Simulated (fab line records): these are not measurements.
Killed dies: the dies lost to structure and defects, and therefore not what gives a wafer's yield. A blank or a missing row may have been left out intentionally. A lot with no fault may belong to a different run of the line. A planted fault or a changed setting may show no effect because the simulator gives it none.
fab line records / flow sfqLine
record: lots: 5 wafers: 15 lastDay: 78
route steps=325 shown M1@65 I1@73
lots with no fault: from the same line, run without faults
startH: start of the lot's first displayed wafer, in hours after the record's first day / waitH: hours from the lot's prior step to this one / " the same as in the row above / L1.1+2: one row covering several wafers at once / - no value, or no start given / * or withheld: withheld / < > ~ a bound
route shown NAME@n: names a module that has steps shown in the file, with the first one's number in the route / usual: mean/standard deviation taken from wafers without a fault / same: alike in all rows / chamber/n: place in a boat / sites: readings site by site / _std_site: the standard deviation of these / _edge_site: inner sites' mean taken away from outer sites' mean / radiusMm: how far each site lies from the wafer's centre / mask NAME#n: copy n / behind: the last tool/chamber to shape the wafer / hold: reason for holding the lot/hours on hold/outcome of the hold / device: names the non-switching transistor (n, p or np) / end of line: the tests these same wafers got at the end of their route / a step with no rows: only its recipe / killed: count of dies lost to structure and defects at first sort (not the wafer's yield) / map: per-die view of a wafer (x killed, . not killed, _ where there is no die)
set.NAME: the run value of the setting; set.NAME@STEP: its run value at that earlier step / model.NAME: the simulator's own value behind a step, which no gauge read
lots at some steps of the route; a table a step, a row a wafer
services: from which hour (startH, from the record's first day; less than 0 if before it) a tool's chamber was out of use, for how many hours, and why
== steps ==
step: SFQ_TRILAYER_M1_LITHO_EXPOSE_040
recipe: maskId: M1 na: 0.6 sourceShape: conventional sigmaOuter: 0.65 targetCdNm: 500 doseMj: 14.4
step: SFQ_TRILAYER_M1_LITHO_PEB_042
recipe: pebTempC: 115 pebTimeS: 60 resist: KrF
step: SFQ_TRILAYER_M1_LITHO_DEVELOP_041
recipe: timeS: 60 resist: KrF
step: SFQ_M1_OVL_MEAS_911
usual: M1_OVL: 0/5.6
lot.wafer=L793.3 tool=overlay-01 chamber=- startH=286.69 waitH=0.1 M1_OVL[nm]=-11
lot.wafer=L793.4 tool=overlay-01 chamber=- startH=286.69 waitH=0.1 M1_OVL[nm]=-3
lot.wafer=L793.5 tool=overlay-01 chamber=- startH=286.69 waitH=0.1 M1_OVL[nm]=-10
lot.wafer=L796.4 tool=overlay-01 chamber=- startH=308.30 waitH=0.1 M1_OVL[nm]=4
lot.wafer=L796.5 tool=overlay-01 chamber=- startH=308.30 waitH=0.1 M1_OVL[nm]=-9
lot.wafer=L796.6 tool=overlay-01 chamber=- startH=308.30 waitH=0.1 M1_OVL[nm]=-4
lot.wafer=L801.1 tool=overlay-02 chamber=- startH=365.78 waitH=0.1 M1_OVL[nm]=-1
lot.wafer=L801.5 tool=overlay-02 chamber=- startH=365.78 waitH=0.1 M1_OVL[nm]=-2
lot.wafer=L801.6 tool=overlay-02 chamber=- startH=365.78 waitH=0.1 M1_OVL[nm]=2
lot.wafer=L803.1 tool=overlay-02 chamber=- startH=379.73 waitH=0.1 M1_OVL[nm]=-1
lot.wafer=L803.2 tool=overlay-02 chamber=- startH=379.73 waitH=0.1 M1_OVL[nm]=-5
lot.wafer=L803.5 tool=overlay-02 chamber=- startH=379.73 waitH=0.1 M1_OVL[nm]=3
lot.wafer=L815.1 tool=overlay-02 chamber=- startH=464.93 waitH=0.1 M1_OVL[nm]=6
lot.wafer=L815.2 tool=overlay-02 chamber=- startH=464.93 waitH=0.1 M1_OVL[nm]=5
lot.wafer=L815.5 tool=overlay-02 chamber=- startH=464.93 waitH=0.1 M1_OVL[nm]=6
step: SFQ_TRILAYER_M1_BARC_OPEN_METAL_ETCH_054
recipe: maskMaterial: PR chemistry: O2 targetDepthNm: 125 target: BARC icpW: 600 biasW: 80 pressureMtorr: 10 timeS: 41.7
usual: drypumpMotorCurrentA: 6.17/0.28 oesProductAu: 0.685/0.004
lot.wafer=L793.3 tool=rieMetal-01 chamber=0 startH=286.74 waitH=0.0 drypumpMotorCurrentA=6.22 oesProductAu=0.687 rfHoursCounterH=-
lot.wafer=L793.4 tool=rieMetal-01 chamber=1 startH=286.74 waitH=0.0 drypumpMotorCurrentA=6.30 oesProductAu=0.681 rfHoursCounterH=-
lot.wafer=L793.5 tool=rieMetal-01 chamber=0 startH=286.74 waitH=0.0 drypumpMotorCurrentA=6.18 oesProductAu=0.684 rfHoursCounterH=-
lot.wafer=L796.4 tool=rieMetal-01 chamber=0 startH=308.34 waitH=0.0 drypumpMotorCurrentA=6.21 oesProductAu=0.688 rfHoursCounterH=-
lot.wafer=L796.5 tool=rieMetal-01 chamber=1 startH=308.34 waitH=0.0 drypumpMotorCurrentA=6.32 oesProductAu=0.685 rfHoursCounterH=-
lot.wafer=L796.6 tool=rieMetal-01 chamber=0 startH=308.34 waitH=0.0 drypumpMotorCurrentA=6.17 oesProductAu=0.685 rfHoursCounterH=-
lot.wafer=L801.1 tool=rieMetal-04 chamber=1 startH=365.82 waitH=0.0 drypumpMotorCurrentA=6.11 oesProductAu=0.691 rfHoursCounterH=83
lot.wafer=L801.5 tool=rieMetal-04 chamber=0 startH=365.82 waitH=0.0 drypumpMotorCurrentA=5.82 oesProductAu=0.687 rfHoursCounterH=-
lot.wafer=L801.6 tool=rieMetal-04 chamber=1 startH=365.82 waitH=0.0 drypumpMotorCurrentA=6.08 oesProductAu=0.683 rfHoursCounterH=-
lot.wafer=L803.1 tool=rieMetal-04 chamber=0 startH=379.77 waitH=0.0 drypumpMotorCurrentA=5.85 oesProductAu=0.680 rfHoursCounterH=50
lot.wafer=L803.2 tool=rieMetal-04 chamber=1 startH=379.77 waitH=0.0 drypumpMotorCurrentA=6.07 oesProductAu=0.688 rfHoursCounterH=85
lot.wafer=L803.5 tool=rieMetal-04 chamber=0 startH=379.77 waitH=0.0 drypumpMotorCurrentA=5.87 oesProductAu=0.677 rfHoursCounterH=-
lot.wafer=L815.1 tool=rieMetal-03 chamber=0 startH=464.97 waitH=0.0 drypumpMotorCurrentA=5.92 oesProductAu=0.686 rfHoursCounterH=71
lot.wafer=L815.2 tool=rieMetal-03 chamber=1 startH=464.97 waitH=0.0 drypumpMotorCurrentA=6.61 oesProductAu=0.687 rfHoursCounterH=30
lot.wafer=L815.5 tool=rieMetal-03 chamber=1 startH=464.97 waitH=0.0 drypumpMotorCurrentA=6.60 oesProductAu=0.691 rfHoursCounterH=-
step: SFQ_TRILAYER_M1_ETCH_METAL_ETCH_042
recipe: target: Nb stopOn: SiO2 maskMaterial: PR chemistry: Cl2/Ar targetDepthNm: 240 icpW: 600 biasW: 80 pressureMtorr: 10 timeS: 120
usual: drypumpMotorCurrentA: 6.17/0.28 oesProductAu: 0.889/0.01
lot.wafer=L793.3 tool=rieMetal-01 chamber=0 startH=286.82 waitH=0.1 drypumpMotorCurrentA=6.16 oesProductAu=0.887 rfHoursCounterH=-
lot.wafer=L793.4 tool=rieMetal-01 chamber=1 startH=286.82 waitH=0.1 drypumpMotorCurrentA=6.30 oesProductAu=0.877 rfHoursCounterH=-
lot.wafer=L793.5 tool=rieMetal-01 chamber=0 startH=286.82 waitH=0.1 drypumpMotorCurrentA=6.16 oesProductAu=0.888 rfHoursCounterH=-
lot.wafer=L796.4 tool=rieMetal-01 chamber=0 startH=308.42 waitH=0.1 drypumpMotorCurrentA=6.20 oesProductAu=0.896 rfHoursCounterH=-
lot.wafer=L796.5 tool=rieMetal-01 chamber=0 startH=308.42 waitH=0.1 drypumpMotorCurrentA=6.20 oesProductAu=0.896 rfHoursCounterH=-
lot.wafer=L796.6 tool=rieMetal-01 chamber=0 startH=308.42 waitH=0.1 drypumpMotorCurrentA=6.22 oesProductAu=0.894 rfHoursCounterH=-
lot.wafer=L801.1 tool=rieMetal-04 chamber=1 startH=365.88 waitH=0.0 drypumpMotorCurrentA=6.05 oesProductAu=0.906 rfHoursCounterH=83
lot.wafer=L801.5 tool=rieMetal-04 chamber=0 startH=365.88 waitH=0.0 drypumpMotorCurrentA=5.84 oesProductAu=0.899 rfHoursCounterH=-
lot.wafer=L801.6 tool=rieMetal-04 chamber=1 startH=365.88 waitH=0.0 drypumpMotorCurrentA=6.08 oesProductAu=0.903 rfHoursCounterH=-
lot.wafer=L803.1 tool=rieMetal-04 chamber=0 startH=379.83 waitH=0.0 drypumpMotorCurrentA=5.85 oesProductAu=0.888 rfHoursCounterH=50
lot.wafer=L803.2 tool=rieMetal-04 chamber=1 startH=379.83 waitH=0.0 drypumpMotorCurrentA=6.09 oesProductAu=0.891 rfHoursCounterH=85
lot.wafer=L803.5 tool=rieMetal-04 chamber=0 startH=379.83 waitH=0.0 drypumpMotorCurrentA=5.86 oesProductAu=0.891 rfHoursCounterH=-
lot.wafer=L815.1 tool=rieMetal-03 chamber=0 startH=465.03 waitH=0.0 drypumpMotorCurrentA=5.90 oesProductAu=0.900 rfHoursCounterH=71
lot.wafer=L815.2 tool=rieMetal-03 chamber=1 startH=465.03 waitH=0.0 drypumpMotorCurrentA=6.58 oesProductAu=0.899 rfHoursCounterH=30
lot.wafer=L815.5 tool=rieMetal-03 chamber=1 startH=465.03 waitH=0.0 drypumpMotorCurrentA=6.59 oesProductAu=0.906 rfHoursCounterH=-
step: SFQ_TRILAYER_M1_STRIP_STRIP_043
recipe: gas: O2 powerW: 200 platenTempC: 40 overashFraction: 0.65 chemistry: O2 pressureMtorr: 50
usual: drypumpMotorCurrentA: 6.17/0.28 oesProductAu: 0.994/0.0086
lot.wafer=L793.3 tool=rieMetal-01 chamber=0 startH=287.10 waitH=0.2 drypumpMotorCurrentA=6.20 oesProductAu=1.001 rfHoursCounterH=-
lot.wafer=L793.4 tool=rieMetal-01 chamber=1 startH=287.10 waitH=0.2 drypumpMotorCurrentA=6.34 oesProductAu=0.978 rfHoursCounterH=-
lot.wafer=L793.5 tool=rieMetal-01 chamber=0 startH=287.10 waitH=0.2 drypumpMotorCurrentA=6.25 oesProductAu=0.992 rfHoursCounterH=-
lot.wafer=L796.4 tool=rieMetal-01 chamber=0 startH=309.14 waitH=0.7 drypumpMotorCurrentA=6.18 oesProductAu=1.002 rfHoursCounterH=-
lot.wafer=L796.5 tool=rieMetal-01 chamber=0 startH=309.14 waitH=0.7 drypumpMotorCurrentA=6.20 oesProductAu=0.991 rfHoursCounterH=-
lot.wafer=L796.6 tool=rieMetal-01 chamber=0 startH=309.14 waitH=0.7 drypumpMotorCurrentA=6.20 oesProductAu=0.994 rfHoursCounterH=-
lot.wafer=L801.1 tool=rieMetal-04 chamber=1 startH=366.00 waitH=0.1 drypumpMotorCurrentA=6.08 oesProductAu=1.015 rfHoursCounterH=83
lot.wafer=L801.5 tool=rieMetal-04 chamber=0 startH=366.00 waitH=0.1 drypumpMotorCurrentA=5.83 oesProductAu=0.995 rfHoursCounterH=-
lot.wafer=L801.6 tool=rieMetal-04 chamber=1 startH=366.00 waitH=0.1 drypumpMotorCurrentA=6.08 oesProductAu=1.010 rfHoursCounterH=-
lot.wafer=L803.1 tool=rieMetal-04 chamber=0 startH=379.95 waitH=0.1 drypumpMotorCurrentA=5.85 oesProductAu=0.986 rfHoursCounterH=51
lot.wafer=L803.2 tool=rieMetal-04 chamber=1 startH=379.95 waitH=0.1 drypumpMotorCurrentA=6.06 oesProductAu=0.997 rfHoursCounterH=85
lot.wafer=L803.5 tool=rieMetal-04 chamber=0 startH=379.95 waitH=0.1 drypumpMotorCurrentA=5.84 oesProductAu=0.995 rfHoursCounterH=-
lot.wafer=L815.1 tool=rieMetal-03 chamber=0 startH=465.15 waitH=0.1 drypumpMotorCurrentA=5.89 oesProductAu=0.999 rfHoursCounterH=71
lot.wafer=L815.2 tool=rieMetal-03 chamber=1 startH=465.15 waitH=0.1 drypumpMotorCurrentA=6.62 oesProductAu=0.976 rfHoursCounterH=30
lot.wafer=L815.5 tool=rieMetal-03 chamber=1 startH=465.15 waitH=0.1 drypumpMotorCurrentA=6.59 oesProductAu=0.987 rfHoursCounterH=-
step: SFQ_TRILAYER_M1_STRIP_SOLV_CLEAN_044
recipe: chemistry: NMP tempC: 70 timeS: 600
step: SFQ_TRILAYER_I1_DEP_PECVD_045
recipe: material: SiO2 tempC: 150 timeS: 111.11 pressureTorr: 2.4 rfW: 183.3 precursor: SiH4/N2O targetThkNm: 500
usual: heaterPowerW: 83/11 throttleValvePct: 25.5/1.7
lot.wafer=L793.3 tool=pecvd-04 chamber=0 startH=287.68 waitH=0.0 heaterPowerW=83 throttleValvePct=25.9
lot.wafer=L793.4 tool=pecvd-04 chamber=0 startH=287.68 waitH=0.0 heaterPowerW=84 throttleValvePct=26.3
lot.wafer=L793.5 tool=pecvd-04 chamber=1 startH=287.68 waitH=0.0 heaterPowerW=79 throttleValvePct=23.9
lot.wafer=L796.4 tool=pecvd-01 chamber=2 startH=309.96 waitH=0.0 heaterPowerW=80 throttleValvePct=24.9
lot.wafer=L796.5 tool=pecvd-01 chamber=1 startH=309.96 waitH=0.0 heaterPowerW=84 throttleValvePct=23.7
lot.wafer=L796.6 tool=pecvd-01 chamber=0 startH=309.96 waitH=0.0 heaterPowerW=64 throttleValvePct=25.6
lot.wafer=L801.1 tool=pecvd-04 chamber=2 startH=366.78 waitH=0.0 heaterPowerW=89 throttleValvePct=25.2
lot.wafer=L801.5 tool=pecvd-04 chamber=1 startH=366.78 waitH=0.0 heaterPowerW=73 throttleValvePct=24.3
lot.wafer=L801.6 tool=pecvd-04 chamber=0 startH=366.78 waitH=0.0 heaterPowerW=82 throttleValvePct=26.4
lot.wafer=L803.1 tool=pecvd-04 chamber=0 startH=380.73 waitH=0.0 heaterPowerW=76 throttleValvePct=26.2
lot.wafer=L803.2 tool=pecvd-04 chamber=2 startH=380.73 waitH=0.0 heaterPowerW=101 throttleValvePct=25.3
lot.wafer=L803.5 tool=pecvd-04 chamber=0 startH=380.73 waitH=0.0 heaterPowerW=83 throttleValvePct=26.5
lot.wafer=L815.1 tool=pecvd-04 chamber=1 startH=465.93 waitH=0.0 heaterPowerW=79 throttleValvePct=24.2
lot.wafer=L815.2 tool=pecvd-04 chamber=2 startH=465.93 waitH=0.0 heaterPowerW=92 throttleValvePct=25.4
lot.wafer=L815.5 tool=pecvd-04 chamber=1 startH=465.93 waitH=0.0 heaterPowerW=64 throttleValvePct=24.4
step: SFQ_TRILAYER_I1_CMP_CMP_046
recipe: material: SiO2 downForcePsi: 3 platenRpm: 60 padVelocityMS: 0.94248
step: SFQ_I1_BOW_MEAS_912
recipe: mode: bow
usual: I1_BOW: 1/7.9
lot.wafer=L793.3 tool=filmMetro-02 chamber=- startH=293.01 waitH=1.0 I1_BOW[um]=-1
lot.wafer=L793.4 tool=filmMetro-02 chamber=- startH=293.01 waitH=1.0 I1_BOW[um]=11
lot.wafer=L793.5 tool=filmMetro-02 chamber=- startH=293.01 waitH=1.0 I1_BOW[um]=1
lot.wafer=L796.4 tool=filmMetro-04 chamber=- startH=317.03 waitH=2.1 I1_BOW[um]=13
lot.wafer=L796.5 tool=filmMetro-04 chamber=- startH=317.03 waitH=2.1 I1_BOW[um]=15
lot.wafer=L796.6 tool=filmMetro-04 chamber=- startH=317.03 waitH=2.1 I1_BOW[um]=6
lot.wafer=L801.1 tool=filmMetro-02 chamber=- startH=374.10 waitH=1.5 I1_BOW[um]=-9
lot.wafer=L801.5 tool=filmMetro-02 chamber=- startH=374.10 waitH=1.5 I1_BOW[um]=-2
lot.wafer=L801.6 tool=filmMetro-02 chamber=- startH=374.10 waitH=1.5 I1_BOW[um]=12
lot.wafer=L803.1 tool=filmMetro-04 chamber=- startH=383.80 waitH=1.0 I1_BOW[um]=1
lot.wafer=L803.2 tool=filmMetro-04 chamber=- startH=383.80 waitH=1.0 I1_BOW[um]=5
lot.wafer=L803.5 tool=filmMetro-04 chamber=- startH=383.80 waitH=1.0 I1_BOW[um]=-8
lot.wafer=L815.1 tool=filmMetro-04 chamber=- startH=470.32 waitH=2.5 I1_BOW[um]=-9
lot.wafer=L815.2 tool=filmMetro-04 chamber=- startH=470.32 waitH=2.5 I1_BOW[um]=3
lot.wafer=L815.5 tool=filmMetro-04 chamber=- startH=470.32 waitH=2.5 I1_BOW[um]=2
step: SFQ_TRILAYER_I1_METRO_MEASURE_047
usual: thkNm: 199.7/1.3
lot.wafer=L793.3 tool=filmMetro-02 chamber=- startH=293.49 waitH=0.5 thkNm=199.8
lot.wafer=L793.4 tool=filmMetro-02 chamber=- startH=293.49 waitH=0.5 thkNm=199.3
lot.wafer=L793.5 tool=filmMetro-02 chamber=- startH=293.49 waitH=0.5 thkNm=198.9
lot.wafer=L796.4 tool=filmMetro-04 chamber=- startH=317.69 waitH=0.6 thkNm=197.0
lot.wafer=L796.5 tool=filmMetro-04 chamber=- startH=317.69 waitH=0.6 thkNm=198.5
lot.wafer=L796.6 tool=filmMetro-04 chamber=- startH=317.69 waitH=0.6 thkNm=199.4
lot.wafer=L801.1 tool=filmMetro-02 chamber=- startH=374.22 waitH=0.1 thkNm=200.5
lot.wafer=L801.5 tool=filmMetro-02 chamber=- startH=374.22 waitH=0.1 thkNm=198.9
lot.wafer=L801.6 tool=filmMetro-02 chamber=- startH=374.22 waitH=0.1 thkNm=198.5
lot.wafer=L803.1 tool=filmMetro-04 chamber=- startH=383.92 waitH=0.1 thkNm=201.9
lot.wafer=L803.2 tool=filmMetro-04 chamber=- startH=383.92 waitH=0.1 thkNm=197.7
lot.wafer=L803.5 tool=filmMetro-04 chamber=- startH=383.92 waitH=0.1 thkNm=198.9
lot.wafer=L815.1 tool=filmMetro-04 chamber=- startH=470.44 waitH=0.1 thkNm=200.1
lot.wafer=L815.2 tool=filmMetro-04 chamber=- startH=470.44 waitH=0.1 thkNm=200.2
lot.wafer=L815.5 tool=filmMetro-04 chamber=- startH=470.44 waitH=0.1 thkNm=199.9
step: SFQ_TRILAYER_I1_VIA_LITHO_COAT_054
recipe: resist: BARC spinRpm: 3000 resistThkNm: 62
lot.wafer=L793.3 tool=lithoTrack-01 chamber=0 startH=294.39 waitH=0.7 model.BARC_of_TRILAYER_I1_VIA_LITHO_COAT_054.thkNm=61.68
lot.wafer=L793.4 tool=lithoTrack-01 chamber=0 startH=294.39 waitH=0.7 model.BARC_of_TRILAYER_I1_VIA_LITHO_COAT_054.thkNm=61.96
lot.wafer=L793.5 tool=lithoTrack-01 chamber=0 startH=294.39 waitH=0.7 model.BARC_of_TRILAYER_I1_VIA_LITHO_COAT_054.thkNm=61.9
lot.wafer=L796.4 tool=lithoTrack-03 chamber=0 startH=318.44 waitH=0.6 model.BARC_of_TRILAYER_I1_VIA_LITHO_COAT_054.thkNm=61.95
lot.wafer=L796.5 tool=lithoTrack-03 chamber=0 startH=318.44 waitH=0.6 model.BARC_of_TRILAYER_I1_VIA_LITHO_COAT_054.thkNm=62.2
lot.wafer=L796.6 tool=lithoTrack-03 chamber=0 startH=318.44 waitH=0.6 model.BARC_of_TRILAYER_I1_VIA_LITHO_COAT_054.thkNm=62.14
lot.wafer=L801.1 tool=lithoTrack-01 chamber=0 startH=375.42 waitH=1.0 model.BARC_of_TRILAYER_I1_VIA_LITHO_COAT_054.thkNm=65.8
lot.wafer=L801.5 tool=lithoTrack-01 chamber=0 startH=375.42 waitH=1.0 model.BARC_of_TRILAYER_I1_VIA_LITHO_COAT_054.thkNm=65.75
lot.wafer=L801.6 tool=lithoTrack-01 chamber=0 startH=375.42 waitH=1.0 model.BARC_of_TRILAYER_I1_VIA_LITHO_COAT_054.thkNm=62.07
lot.wafer=L803.1 tool=lithoTrack-03 chamber=0 startH=385.12 waitH=1.0 model.BARC_of_TRILAYER_I1_VIA_LITHO_COAT_054.thkNm=61.95
lot.wafer=L803.2 tool=lithoTrack-03 chamber=0 startH=385.12 waitH=1.0 model.BARC_of_TRILAYER_I1_VIA_LITHO_COAT_054.thkNm=62.12
lot.wafer=L803.5 tool=lithoTrack-03 chamber=0 startH=385.12 waitH=1.0 model.BARC_of_TRILAYER_I1_VIA_LITHO_COAT_054.thkNm=62.16
lot.wafer=L815.1 tool=lithoTrack-02 chamber=0 startH=471.64 waitH=1.0 model.BARC_of_TRILAYER_I1_VIA_LITHO_COAT_054.thkNm=62.12
lot.wafer=L815.2 tool=lithoTrack-02 chamber=0 startH=471.64 waitH=1.0 model.BARC_of_TRILAYER_I1_VIA_LITHO_COAT_054.thkNm=62.16
lot.wafer=L815.5 tool=lithoTrack-02 chamber=0 startH=471.64 waitH=1.0 model.BARC_of_TRILAYER_I1_VIA_LITHO_COAT_054.thkNm=62.1
step: SFQ_TRILAYER_I1_VIA_LITHO_COAT_049
recipe: resist: KrF spinRpm: 3000 resistThkNm: 650
step: SFQ_TRILAYER_I1_VIA_LITHO_SOFTBAKE_053
recipe: tempC: withheld timeS: withheld resist: KrF
step: SFQ_TRILAYER_I1_VIA_LITHO_EXPOSE_050
recipe: maskId: I1 na: 0.6 sourceShape: conventional sigmaOuter: 0.65 targetCdNm: 500 doseMj: 21.3
step: SFQ_TRILAYER_I1_VIA_LITHO_PEB_052
recipe: pebTempC: 115 pebTimeS: 60 resist: KrF
step: SFQ_TRILAYER_I1_VIA_LITHO_DEVELOP_051
recipe: timeS: 60 resist: KrF
step: SFQ_I1_OVL_MEAS_913
usual: I1_OVL: 2/5.4
lot.wafer=L793.3 tool=overlay-01 chamber=- startH=378.71 waitH=0.1 I1_OVL[nm]=6
lot.wafer=L793.4 tool=overlay-01 chamber=- startH=378.71 waitH=0.1 I1_OVL[nm]=6
lot.wafer=L793.5 tool=overlay-01 chamber=- startH=378.71 waitH=0.1 I1_OVL[nm]=8
lot.wafer=L796.4 tool=overlay-01 chamber=- startH=404.92 waitH=0.1 I1_OVL[nm]=1
lot.wafer=L796.5 tool=overlay-01 chamber=- startH=404.92 waitH=0.1 I1_OVL[nm]=1
lot.wafer=L796.6 tool=overlay-01 chamber=- startH=404.92 waitH=0.1 I1_OVL[nm]=-3
lot.wafer=L801.1 tool=overlay-02 chamber=- startH=464.45 waitH=0.1 I1_OVL[nm]=-1
lot.wafer=L801.5 tool=overlay-02 chamber=- startH=464.45 waitH=0.1 I1_OVL[nm]=-3
lot.wafer=L801.6 tool=overlay-02 chamber=- startH=464.45 waitH=0.1 I1_OVL[nm]=-3
lot.wafer=L803.1 tool=overlay-01 chamber=- startH=475.25 waitH=0.1 I1_OVL[nm]=-11
lot.wafer=L803.2 tool=overlay-01 chamber=- startH=475.25 waitH=0.1 I1_OVL[nm]=1
lot.wafer=L803.5 tool=overlay-01 chamber=- startH=475.25 waitH=0.1 I1_OVL[nm]=-9
lot.wafer=L815.1 tool=overlay-01 chamber=- startH=568.91 waitH=0.1 I1_OVL[nm]=5
lot.wafer=L815.2 tool=overlay-01 chamber=- startH=568.91 waitH=0.1 I1_OVL[nm]=6
lot.wafer=L815.5 tool=overlay-01 chamber=- startH=568.91 waitH=0.1 I1_OVL[nm]=12
step: SFQ_TRILAYER_I1_VIA_BARC_OPEN_VIA_ETCH_071
recipe: maskMaterial: PR chemistry: O2 targetDepthNm: 125 target: BARC sourceW: 500 biasW: 80 pressureMtorr: 30 timeS: 41.7
usual: drypumpMotorCurrentA: 6.0/0.53 oesProductAu: 0.685/0.0048
lot.wafer=L793.3 tool=rieDiel-02 chamber=2 startH=378.74 waitH=0.0 drypumpMotorCurrentA=5.8 oesProductAu=0.677 rfHoursCounterH=47 model.etch.depthNm=61.68
lot.wafer=L793.4 tool=rieDiel-02 chamber=0 startH=378.74 waitH=0.0 drypumpMotorCurrentA=5.6 oesProductAu=0.684 rfHoursCounterH=0 model.etch.depthNm=61.96
lot.wafer=L793.5 tool=rieDiel-02 chamber=0 startH=378.74 waitH=0.0 drypumpMotorCurrentA=5.6 oesProductAu=0.689 rfHoursCounterH=- model.etch.depthNm=61.9
lot.wafer=L796.4 tool=rieDiel-03 chamber=3 startH=404.94 waitH=0.0 drypumpMotorCurrentA=4.9 oesProductAu=0.688 rfHoursCounterH=89 model.etch.depthNm=61.95
lot.wafer=L796.5 tool=rieDiel-03 chamber=3 startH=404.94 waitH=0.0 drypumpMotorCurrentA=4.9 oesProductAu=0.686 rfHoursCounterH=- model.etch.depthNm=62.2
lot.wafer=L796.6 tool=rieDiel-03 chamber=2 startH=404.94 waitH=0.0 drypumpMotorCurrentA=6.3 oesProductAu=0.684 rfHoursCounterH=- model.etch.depthNm=62.14
lot.wafer=L801.1 tool=rieDiel-04 chamber=1 startH=464.49 waitH=0.0 drypumpMotorCurrentA=5.7 oesProductAu=0.709 rfHoursCounterH=103 model.etch.depthNm=65.8
lot.wafer=L801.5 tool=rieDiel-04 chamber=0 startH=464.49 waitH=0.0 drypumpMotorCurrentA=6.2 oesProductAu=0.719 rfHoursCounterH=- model.etch.depthNm=65.75
lot.wafer=L801.6 tool=rieDiel-04 chamber=3 startH=464.49 waitH=0.0 drypumpMotorCurrentA=5.7 oesProductAu=0.687 rfHoursCounterH=- model.etch.depthNm=62.07
lot.wafer=L803.1 tool=rieDiel-03 chamber=1 startH=475.29 waitH=0.0 drypumpMotorCurrentA=6.4 oesProductAu=0.685 rfHoursCounterH=46 model.etch.depthNm=61.95
lot.wafer=L803.2 tool=rieDiel-03 chamber=3 startH=475.29 waitH=0.0 drypumpMotorCurrentA=4.9 oesProductAu=0.685 rfHoursCounterH=90 model.etch.depthNm=62.12
lot.wafer=L803.5 tool=rieDiel-03 chamber=0 startH=475.29 waitH=0.0 drypumpMotorCurrentA=6.3 oesProductAu=0.689 rfHoursCounterH=- model.etch.depthNm=62.16
lot.wafer=L815.1 tool=rieDiel-02 chamber=1 startH=568.95 waitH=0.0 drypumpMotorCurrentA=5.5 oesProductAu=0.687 rfHoursCounterH=11 model.etch.depthNm=62.12
lot.wafer=L815.2 tool=rieDiel-02 chamber=0 startH=568.95 waitH=0.0 drypumpMotorCurrentA=5.6 oesProductAu=0.685 rfHoursCounterH=3 model.etch.depthNm=62.16
lot.wafer=L815.5 tool=rieDiel-02 chamber=2 startH=568.95 waitH=0.0 drypumpMotorCurrentA=5.8 oesProductAu=0.683 rfHoursCounterH=- model.etch.depthNm=62.1
step: SFQ_TRILAYER_I1_VIA_ETCH_VIA_ETCH_052
recipe: target: SiO2 stopOn: Nb maskMaterial: PR taperDeg: 20 chemistry: CHF3 targetDepthNm: 260 sourceW: 500 biasW: 80 pressureMtorr: 30 timeS: withheld
== services ==
tool=pecvd-04 chamber=- startH=308.00 hours=14.6 kind=pm
tool=rieMetal-04 chamber=- startH=311.05 hours=6.7 kind=repair
tool=filmMetro-04 chamber=- startH=313.86 hours=0.6 kind=pm
tool=filmMetro-04 chamber=- startH=320.77 hours=2.0 kind=pm
tool=filmMetro-02 chamber=- startH=329.10 hours=0.5 kind=pm
tool=filmMetro-02 chamber=- startH=330.85 hours=1.2 kind=pm
tool=rieMetal-03 chamber=- startH=355.80 hours=14.6 kind=pm
tool=rieMetal-01 chamber=1 startH=359.49 hours=5.3 kind=repair
tool=rieDiel-02 chamber=2 startH=401.20 hours=1.6 kind=repair
tool=rieDiel-02 chamber=0 startH=413.35 hours=8.6 kind=repair
tool=filmMetro-04 chamber=- startH=429.68 hours=0.6 kind=pm
tool=pecvd-04 chamber=- startH=430.32 hours=0.8 kind=repair
tool=filmMetro-04 chamber=- startH=440.26 hours=0.6 kind=pm
tool=rieDiel-03 chamber=0 startH=447.18 hours=4.3 kind=repair
tool=rieDiel-03 chamber=1 startH=451.00 hours=3.9 kind=repair
tool=filmMetro-02 chamber=- startH=454.75 hours=1.8 kind=pm
tool=pecvd-04 chamber=2 startH=456.84 hours=4.6 kind=repair
tool=rieDiel-03 chamber=- startH=499.54 hours=4.3 kind=pm
tool=pecvd-04 chamber=- startH=500.39 hours=2.8 kind=pm
tool=rieDiel-02 chamber=- startH=505.15 hours=2.8 kind=pm
tool=filmMetro-04 chamber=- startH=507.41 hours=1.1 kind=pm
tool=rieDiel-03 chamber=0 startH=518.97 hours=8.1 kind=repair
tool=pecvd-04 chamber=- startH=541.22 hours=0.7 kind=repair
tool=filmMetro-04 chamber=- startH=558.34 hours=0.5 kind=pm
== key ==
firstSign: step: SFQ_TRILAYER_I1_VIA_BARC_OPEN_VIA_ETCH_071 reading: oesProductAu direction: up sigmas: 6 usual: 0.685 struck: 0.714
effect none on later readings
modelEffect: step: SFQ_TRILAYER_I1_VIA_LITHO_COAT_054 value: BARC_of_TRILAYER_I1_VIA_LITHO_COAT_054.thkNm without: 62.03 struck: 65.78
modelEffect: step: SFQ_TRILAYER_I1_VIA_BARC_OPEN_VIA_ETCH_071 value: etch.depthNm without: 62.03 struck: 65.78
metAt SFQ_TRILAYER_I1_VIA_LITHO_COAT_054
struckWafers L801.1,L801.5
onsetBetween 294.39 375.42
fault: kind: processParameterDrift tool: lithoTrack-01 chamber: - onsetH: 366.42 steps: SFQ_TRILAYER_I1_VIA_LITHO_COAT_054 channel: resistThkNm offset: 3.7469 shape: step endH: 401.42 scope: struckWafersOnly actsIn: theseRecipesOnly stated: 62
